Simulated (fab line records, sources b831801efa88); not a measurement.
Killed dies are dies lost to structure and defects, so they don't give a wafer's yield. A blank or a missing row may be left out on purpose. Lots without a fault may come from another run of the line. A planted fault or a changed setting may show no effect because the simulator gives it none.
Problem report in the 8D (eight disciplines) form, filled by code | flow gf180mcu | the parts of the form that need people (team, actions taken, sign-off) are left out

1. THE PROBLEM
dose_ions_cm2 at GF_NSD_IMPLANT_09 reads a mean of 4e+15 on 6 wafers of 2 lots; wafers without a fault read 4e+15 with a standard deviation of 4.4e+12. That is +64 standard deviations from the usual mean.
First seen on wafer L569.1, day 17 12:59, on implanter-04. The record holds 33 wafers of 11 lots with a number at this step. Rule for "out", or "out of limits": more than 4 standard deviations from the usual mean. The other wafers with a number count as sound.

2. WHAT IT IS AND WHAT IT IS NOT
question                    | is                     | is not
which readings at this step | dose_ions_cm2          | -
which lots                  | L569, L570             | L557, L559, L560, L561, L565, L571, L572, L576, L578
which wafers of those lots  | all that have a number | -
read on which tools         | implanter-04           | implanter-02, implanter-03
when                        | from day 17 12:59      | up to then (15 sound wafers); but 12 sound wafers of L571, L572, L576, L578 came after

3. SUSPECTS, AND WHAT RULES EACH OUT
Counting: a tool at a process step up to the reading stays a suspect if it ran every lot that is out and no sound lot after the first of them.
- plasma_asher-01 at GF_HV_LDD_STRIP_10 (strips in O2/N2): ruled out as a lasting fault. Sound lots L571, L576, L578 ran on it after its first lot that is out, L569 (day 13 18:15).
- implanter-04 at GF_NSD_IMPLANT_09: kept. It ran every lot that is out, first L569 (day 17 12:59), and no sound lot after that. Its own readings are out on those wafers: dose_ions_cm2.
Left after counting: implanter-04 at GF_NSD_IMPLANT_09.

4. THE CAUSE (what the simulator had put in)
Process parameter drift: implanter-04, from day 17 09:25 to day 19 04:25, at GF_NSD_IMPLANT_09. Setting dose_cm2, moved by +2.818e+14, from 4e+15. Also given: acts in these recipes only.
Counting left only this tool.

5. THE CHAIN OF EFFECTS, in route order
Each row: a reading whose mean over the struck wafers that have a number lies more than 3 standard deviations from the usual. Only readings for which the record gives a usual standard deviation are gone through. hours: the time from each lot's start at the first step in this table that gives one to its start at this step, as a median over the lots. sigmas: the change in usual standard deviations.
hours | step              | reading                  | usual   | on struck wafers | change | sigmas
0     | GF_NSD_IMPLANT_09 | dose_ions_cm2            | 4e+15   | 4e+15            | +3e+14 | +64
0     | GF_NSD_STRIP_11   | strip_time_to_endpoint_s | 22.87 s | 23.14            | +0.27  | +7.6
The process steps in it:
- GF_NSD_IMPLANT_09
- GF_NSD_STRIP_11: strips in O2/N2.
Later measuring or inspecting steps at which every struck wafer that the step has a row for has a number for every such reading, and none has moved that far: GF_PSD_RS_MEAS_14, GF_SAB_THK_MEAS_01.

6. WHAT WOULD HAVE CAUGHT IT SOONER
In this record the first reading out of limits was taken at day 17 12:59, 4 hours after the fault began at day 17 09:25.
